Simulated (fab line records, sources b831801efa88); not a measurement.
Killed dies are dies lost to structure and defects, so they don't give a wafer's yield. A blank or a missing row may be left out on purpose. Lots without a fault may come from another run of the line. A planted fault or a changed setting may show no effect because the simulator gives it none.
A struck lot beside a sound one | flow sky130 | 14 steps out of a route of 708
Sound: wafers L172.1, L172.5, L172.6. Struck: wafers L173.1, L173.2, L173.4. The cause comes at the end.
At each step with rows: each side's tool, then ch and its chambers, then its first start. Under that, the readings that differ: sound wafers | struck wafers | difference of the means | sigmas: that difference in standard deviations of wafers without a fault.
alike: readings whose means differ by less than 2 such deviations, and words and numbers that are the same on both sides. not compared: withheld readings, readings that some wafer has no value for, bounds like >300 that may hide the same value, and numbers for which the record gives no deviation and whose values overlap.
The two part at a step that has a row with sigmas, a row that says differs or no value, or rows on one side only. Numbers that don't overlap but have no deviation are shown without sigmas and don't part them. A reading that every wafer of one side lacks parts them only if that side has two wafers or more.

SKY_VIA3_ETCH_14: etches BARC in N2/H2, stops on SiO2, time 45.9 s, target depth 60 nm.
  sound on rie_diel-03 ch 0,2, day 40 04:33; struck on rie_diel-03 ch 1,2,3, day 40 10:19
  alike: bias_w, chamber_pressure_mTorr, drypump_motor_current_A, oes_product_au, throttle_valve_pct
  not compared: rf_hours_counter_h
SKY_VIA3_ETCH_15: etches SiO2 in C4F8/O2/Ar, stops on TiN, target depth 507 nm, time 78 s.
  sound on rie_diel-03 ch 0,2, day 40 04:35; struck on rie_diel-03 ch 1,2,3, day 40 10:22
  alike: bias_w, chamber_pressure_mTorr, oes_product_au
  not compared: rf_hours_counter_h
then, 5 steps without rows for these wafers: SKY_VIA3_STRIP_16 (strips in O2/N2); SKY_VIA3_STRIP_17 (strips in post etch residue remover, time 1200 s); SKY_VIA3_CLEAN_18 (cleans in IPA, time 180 s); SKY_VIA3_CLEAN_19 (cleans in O3/DIW); SKY_VIA3_SPUTTER_20 (material TiN, target thk 20 nm, time 80 s).
SKY_VIA3_CVD_21: deposits W, target thk 390 nm, time 117.31 s.
  sound on cvd_w-02 ch 0,1, day 40 05:18; struck on cvd_w-01 ch 0,1, day 40 11:04
  alike: heater_power_w
SKY_VIA3_RS_MEAS_22: measures by four-point-probe.
  sound on film_metro-02, day 40 05:26; struck on film_metro-03, day 40 11:11
  alike: VIA3_W_RS
SKY_VIA3_THK_MEAS_23: measures by xrf.
  sound on film_metro-02, day 40 05:33; struck on film_metro-03, day 40 11:19
  alike: VIA3_W_THK
SKY_VIA3_CMP_24: polishes, stops on SiO2, t overpolish 20 s, target thk 0 nm.
  sound on cmp-02 ch 1,2,3, day 40 05:43; struck on cmp-01 ch 1,2,3, day 40 11:22
  reading             | sound        | struck         | difference | sigmas
  motor_current_A (A) | 9.5 10.1 9.2 | 12.8 13.2 11.7 | +3.0       | +2
  alike: overpolish_run_s, slurry_flow_ml_min, time_to_endpoint_s
SKY_METAL4_SPUTTER_00: material Ti, target thk 15 nm, time 10 s.
  sound on pvd_sputter-03, day 40 05:55; struck on pvd_sputter-03, day 40 11:40
  alike: cathode_dc_power_W, chamber_pressure_pa, throttle_valve_pct
SKY_METAL4_SPUTTER_01: material TiN, target thk 20 nm, time 16.7 s.
  sound on pvd_sputter-03, day 40 05:56; struck on pvd_sputter-03, day 40 11:42
  no value came back on the struck wafers for cathode_dc_power_W (W), chamber_pressure_pa (Pa), throttle_valve_pct (%); on the sound wafers cathode_dc_power_W (W) reads 6500.9 6500.0 6500.9
then, 1 step without rows for these wafers: SKY_METAL4_SPUTTER_02 (material AlCu, target thk 735 nm, time 39.1 s).

WHERE THEY PART
First at SKY_VIA3_CMP_24; last, within this record, at SKY_METAL4_SPUTTER_01.

WHY: what the simulator had put in
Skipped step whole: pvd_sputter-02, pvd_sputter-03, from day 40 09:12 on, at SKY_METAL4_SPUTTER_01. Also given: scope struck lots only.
